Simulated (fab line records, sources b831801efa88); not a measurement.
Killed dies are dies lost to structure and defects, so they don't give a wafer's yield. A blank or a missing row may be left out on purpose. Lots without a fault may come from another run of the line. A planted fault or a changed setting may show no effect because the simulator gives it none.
fab line records | flow sky130
record lots=5 wafers=15 last_day=50
route steps=708 shown DNWELL@42 PWDE@45 NWELL@56
lots that met no fault: from a run of the same line without faults
start_h: hours from the record's first day to the start of the lot's first wafer shown | wait_h: hours since the lot's step before | " the same as in the row above | L1.1+2: a row that stands for several wafers | - no value, or no start given | * or withheld: withheld | < > ~ a bound
route shown NAME@n: a module of which the file shows steps, and the number in the route of the first | usual: mean/standard deviation of fault-free wafers | same: alike in all rows | chamber/n: place in a boat | sites: the reading at each site | _std_site: their standard deviation | _edge_site: outer sites' mean less inner sites' | radius_mm: how far each site lies from the wafer's centre | mask NAME#n: copy n | behind: the tool/chamber that last shaped the wafer | hold: why the lot was held/for how many hours/how that ended | device: the transistor (n, p or np) that didn't switch | end of line: the same wafers' tests at the end of the route | a step without rows: its recipe alone | killed: dies lost to structure and defects at the first sort, not the wafer's yield | map: a wafer's dies, x killed, . not, _ none there
set.NAME: the setting as run; set.NAME@STEP: as run at that earlier step | model.NAME: the simulator's own value behind a step, which no gauge read
lots at some steps of the route; a table a step, a row a wafer
services: from which hour (start_h, from the record's first day; less than 0 if before it) a tool's chamber was out of use, for how many hours, and why
## steps
# step SKY_DNWELL_IMPLANT_07
# recipe species=P energy_kev=withheld dose_cm2=withheld tilt_deg=withheld
# step SKY_DNWELL_STRIP_08
# recipe chemistry=O2/N2 power_w=1400 pressure_mtorr=1500 platen_temp_c=withheld o2_flow_sccm=3000 n2_flow_sccm=300 overash_fraction=0.5
# usual drypump_motor_current_A=5.7/0.3 oes_product_au=0.723/0.0046 strip_time_to_endpoint_s=36.92/0.12
# columns lot.wafer tool chamber start_h wait_h drypump_motor_current_A oes_product_au rf_hours_counter_h strip_time_to_endpoint_s
L767.2 plasma_asher-03 1 51.70 0.1 5.3 0.719 34 37.16
L767.5 " 0 " " 6.0 0.727 - 37.06
L767.6 " 1 " " 5.3 0.727 - 37.05
L772.2 plasma_asher-02 0 82.40 0.1 5.7 0.722 40 37.00
L772.4 " 0 " " 5.8 0.718 - 36.96
L772.6 " 0 " " 5.8 0.728 - 37.00
L785.1 plasma_asher-02 1 161.70 0.1 5.9 0.718 4 36.87
L785.2 " 0 " " 5.8 0.729 4 37.03
L785.4 " 0 " " 5.8 0.733 - 36.95
L787.3 plasma_asher-03 1 172.03 0.1 5.3 0.724 - 36.85
L787.5 " 1 " " 5.3 0.730 - 36.89
L787.6 " 0 " " 6.1 0.722 - 36.86
L789.2 plasma_asher-02 0 175.15 0.1 5.8 0.724 5 36.75
L789.4 " 0 " " 5.8 0.719 - 36.68
L789.6 " 1 " " 5.9 0.722 - 36.73
# step SKY_DNWELL_TW_MEAS_09
# usual DNWELL_TW=1113/10
# columns lot.wafer tool chamber start_h wait_h DNWELL_TW
L767.2 film_metro-04 - 51.81 0.1 1114
L767.5 " - " " 1119
L767.6 " - " " 1111
L772.2 film_metro-02 - 82.51 0.1 1119
L772.4 " - " " 1110
L772.6 " - " " 1118
L785.1 film_metro-03 - 161.80 0.1 1095
L785.2 " - " " 1094
L785.4 " - " " 1095
L787.3 film_metro-02 - 172.12 0.1 1125
L787.5 " - " " 1111
L787.6 " - " " 1116
L789.2 film_metro-03 - 175.26 0.1 1088
L789.4 " - " " 1090
L789.6 " - " " 1094
# step SKY_PWDE_DEHYDRATE_00
# recipe temp_c=200 time_s=60
# step SKY_PWDE_HMDS_01
# recipe prime_time_s=60 prime_temp_c=120
# step SKY_PWDE_COAT_02
# recipe spin_rpm=2000 resist_thk_nm=3000
# step SKY_PWDE_SOFTBAKE_03
# recipe temp_c=110 time_s=withheld
# step SKY_PWDE_EXPOSE_04
# recipe mask_id=PWDEM na=0.6 source_shape=conventional sigma_outer=0.6 polarization=unpolarized target_cd_nm=840 dose_mj=214
# step SKY_PWDE_PEB_05
# recipe temp_c=115 time_s=withheld
# step SKY_PWDE_DEVELOP_06
# recipe wall_angle_deg=90 developer=TMAH develop_time_s=60 dev_temp_c=23
# step SKY_PWDE_OVL_MEAS_07
# usual PWDE_OVL=0.1/1.3
# columns lot.wafer tool chamber start_h wait_h PWDE_OVL[nm]
L767.2 overlay-02 - 67.77 - 0.3
L767.5 " - " " 0.6
L767.6 " - " " 1.1
L772.2 overlay-01 - 99.70 - 1.4
L772.4 " - " " 2.9
L772.6 " - " " 1.9
L785.1 overlay-02 - 182.62 - 1.2
L785.2 " - " " -0.1
L785.4 " - " " -1.3
L787.3 overlay-01 - 193.03 - 1.4
L787.5 " - " " 0.5
L787.6 " - " " 2.5
L789.2 overlay-02 - 195.40 - -1.7
L789.4 " - " " -2.3
L789.6 " - " " -1.0
# step SKY_PWDE_IMPLANT_08
# recipe species=B energy_kev=150 dose_cm2=3.6e+12 tilt_deg=withheld
# step SKY_PWDE_STRIP_09
# recipe chemistry=O2/N2 power_w=1400 pressure_mtorr=1500 platen_temp_c=withheld o2_flow_sccm=3000 n2_flow_sccm=300 overash_fraction=0.5
# usual drypump_motor_current_A=5.9/0.43 oes_product_au=0.723/0.0044 strip_time_to_endpoint_s=36.91/0.12
# columns lot.wafer tool chamber start_h wait_h drypump_motor_current_A oes_product_au rf_hours_counter_h strip_time_to_endpoint_s model.coat_of_PWDE_COAT_02.thk_nm
L767.2 plasma_asher-03 1 67.95 0.1 5.3 0.722 35 36.92 0
L767.5 " 1 " " 5.3 0.720 - 36.91 0
L767.6 " 0 " " 6.1 0.723 - 36.86 0
L772.2 plasma_asher-03 1 99.88 0.1 5.3 0.932 39 - 1456
L772.4 " 1 " " 5.3 0.928 - - 1455
L772.6 " 0 " " 6.1 0.935 - - 1453
L785.1 plasma_asher-01 1 182.80 0.1 5.7 0.714 51 36.99 0
L785.2 " 0 " " 6.7 0.725 51 36.89 0
L785.4 " 1 " " 5.7 0.727 - 36.90 0
L787.3 plasma_asher-01 1 193.24 0.1 5.7 0.725 - 36.82 0
L787.5 " 0 " " 6.7 0.719 - 36.79 0
L787.6 " 1 " " 5.7 0.728 - 36.77 0
L789.2 plasma_asher-03 0 195.58 0.1 6.0 0.729 48 36.84 0
L789.4 " 0 " " 6.0 0.723 - 36.87 0
L789.6 " 0 " " 6.0 0.725 - 36.89 0
# step SKY_PWDE_TW_MEAS_10
# usual PWDE_TW=373/4.3
# columns lot.wafer tool chamber start_h wait_h PWDE_TW
L767.2 film_metro-03 - 68.06 0.1 368
L767.5 " - " " 367
L767.6 " - " " 367
L772.2 film_metro-04 - 99.99 0.1 375
L772.4 " - " " 376
L772.6 " - " " 376
L785.1 film_metro-04 - 182.90 0.1 374
L785.2 " - " " 374
L785.4 " - " " 376
L787.3 film_metro-04 - 193.32 0.1 374
L787.5 " - " " 378
L787.6 " - " " 378
L789.2 film_metro-02 - 195.69 0.1 375
L789.4 " - " " 374
L789.6 " - " " 375
# step SKY_NWELL_DEHYDRATE_03
# recipe temp_c=200 time_s=60
# step SKY_NWELL_HMDS_04
# recipe prime_time_s=60 prime_temp_c=120
# step SKY_NWELL_COAT_05
# recipe spin_rpm=2000 resist_thk_nm=3000
# step SKY_NWELL_SOFTBAKE_06
# recipe temp_c=110 time_s=withheld
# step SKY_NWELL_EXPOSE_07
# recipe mask_id=NWM na=0.6 source_shape=conventional sigma_outer=0.6 polarization=unpolarized target_cd_nm=840 dose_mj=255
# step SKY_NWELL_PEB_08
# recipe temp_c=115 time_s=withheld
# step SKY_NWELL_DEVELOP_09
# recipe wall_angle_deg=90 developer=TMAH develop_time_s=60 dev_temp_c=23
# step SKY_NWELL_OVL_MEAS_10
# usual NWELL_00_OVL=-0.3/1.5
# columns lot.wafer tool chamber start_h wait_h NWELL_00_OVL[nm]
L767.2 overlay-02 - 85.12 - 2.3
L767.5 " - " " 1.0
L767.6 " - " " -0.8
L772.2 overlay-02 - 117.21 - 1.0
L772.4 " - " " 2.1
L772.6 " - " " 1.0
L785.1 overlay-02 - 203.07 - -0.2
L785.2 " - " " -0.5
L785.4 " - " " 0.8
L787.3 overlay-02 - 214.86 - -1.8
L787.5 " - " " -2.3
L787.6 " - " " -0.4
L789.2 overlay-02 - 217.07 - -1.6
L789.4 " - " " -0.3
L789.6 " - " " -2.1
# step SKY_NWELL_IMPLANT_11
# recipe species=P energy_kev=400 dose_cm2=1.9e+13 tilt_deg=withheld
# step SKY_NWELL_IMPLANT_12
# recipe species=P energy_kev=120 dose_cm2=1.3e+12 tilt_deg=withheld
# step SKY_NWELL_IMPLANT_13
# recipe species=P energy_kev=50 dose_cm2=7e+11 tilt_deg=withheld
# step SKY_NWELL_STRIP_14
# recipe chemistry=O2/N2 power_w=1400 pressure_mtorr=1500 platen_temp_c=withheld o2_flow_sccm=3000 n2_flow_sccm=300 overash_fraction=0.5
# usual drypump_motor_current_A=5.7/0.43 oes_product_au=0.722/0.0041 strip_time_to_endpoint_s=36.91/0.089
# columns lot.wafer tool chamber start_h wait_h drypump_motor_current_A oes_product_au rf_hours_counter_h strip_time_to_endpoint_s
L767.2 plasma_asher-04 1 85.60 0.1 5.3 0.724 28 36.88
L767.5 " 0 " " 5.4 0.720 - 36.84
L767.6 " 1 " " 5.3 0.716 - 36.74
L772.2 plasma_asher-01 1 117.69 0.1 5.7 0.729 45 58.32
L772.4 " 0 " " 6.8 0.722 - 58.25
L772.6 " 0 " " 6.7 0.728 - 58.21
L785.1 plasma_asher-01 0 203.55 0.1 6.7 0.730 52 37.01
L785.2 " 1 " " 5.7 0.720 52 37.02
L785.4 " 0 " " 6.7 0.724 - 36.92
L787.3 plasma_asher-02 1 215.37 0.1 5.9 0.716 - 36.93
L787.5 " 1 " " 6.0 0.728 - 36.81
L787.6 " 0 " " 5.7 0.724 - 36.81
L789.2 plasma_asher-02 1 217.55 0.1 5.9 0.718 10 36.92
L789.4 " 1 " " 5.9 0.721 - 37.00
L789.6 " 0 " " 5.8 0.717 - 36.90
# step SKY_NWELL_TW_MEAS_15
# usual NWELL_TW=1817/22
# columns lot.wafer tool chamber start_h wait_h NWELL_TW
L767.2 film_metro-04 - 85.71 0.1 1827
L767.5 " - " " 1834
L767.6 " - " " 1832
L772.2 film_metro-02 - 117.80 0.1 30
L772.4 " - " " 30
L772.6 " - " " 30
L785.1 film_metro-02 - 203.65 0.1 1812
L785.2 " - " " 1828
L785.4 " - " " 1830
L787.3 film_metro-04 - 215.46 0.1 1831
L787.5 " - " " 1836
L787.6 " - " " 1829
L789.2 film_metro-03 - 217.66 0.1 1774
L789.4 " - " " 1782
L789.6 " - " " 1769
# step SKY_NWELL_DEHYDRATE_16
# recipe temp_c=200 time_s=60
## services
# columns tool chamber start_h hours kind
plasma_asher-03 - 46.99 1.2 repair
plasma_asher-04 - 75.45 1.0 repair
plasma_asher-02 - 108.75 9.0 pm
plasma_asher-02 0 108.75 9.0 vent_cycle
plasma_asher-02 1 108.75 9.0 vent_cycle
plasma_asher-02 0 117.75 - clean
plasma_asher-02 1 117.75 - clean
plasma_asher-01 - 194.69 4.2 repair
plasma_asher-04 - 197.53 2.8 pm
plasma_asher-03 - 210.66 1.0 repair
## key
first_sign step=SKY_PWDE_STRIP_09 reading=oes_product_au direction=up sigmas=48 usual=0.723 struck=0.932
effect step=SKY_NWELL_STRIP_14 reading=strip_time_to_endpoint_s direction=up sigmas=99+ usual=* struck=*
effect step=SKY_NWELL_TW_MEAS_15 reading=NWELL_TW direction=down sigmas=82 usual=1817 struck=30
model_effect step=SKY_PWDE_STRIP_09 value=coat_of_PWDE_COAT_02.thk_nm without=0 struck=1455
met_at SKY_PWDE_STRIP_09
struck_wafers L772.2,L772.4,L772.6
sort_left_out L772.2,L772.4,L772.6
tester_left_out L772
onset_between 67.95 99.88
fault kind=strip_aborted tool=plasma_asher-03 chamber=- onset_h=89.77 steps=SKY_PWDE_STRIP_09 offset=0.72591 end_h=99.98
# tester_left_out: of these lots the tester's yield and bins aren't shown, on N5 and GAA mostly nor the transistor test; their killed dies are dies lost to structure and defects alone, not to doping, threshold or leakage, so they don't give the yield
# sort_left_out: the simulated sort isn't trusted on such a fault, so these wafers' sort isn't shown, and their yield isn't known
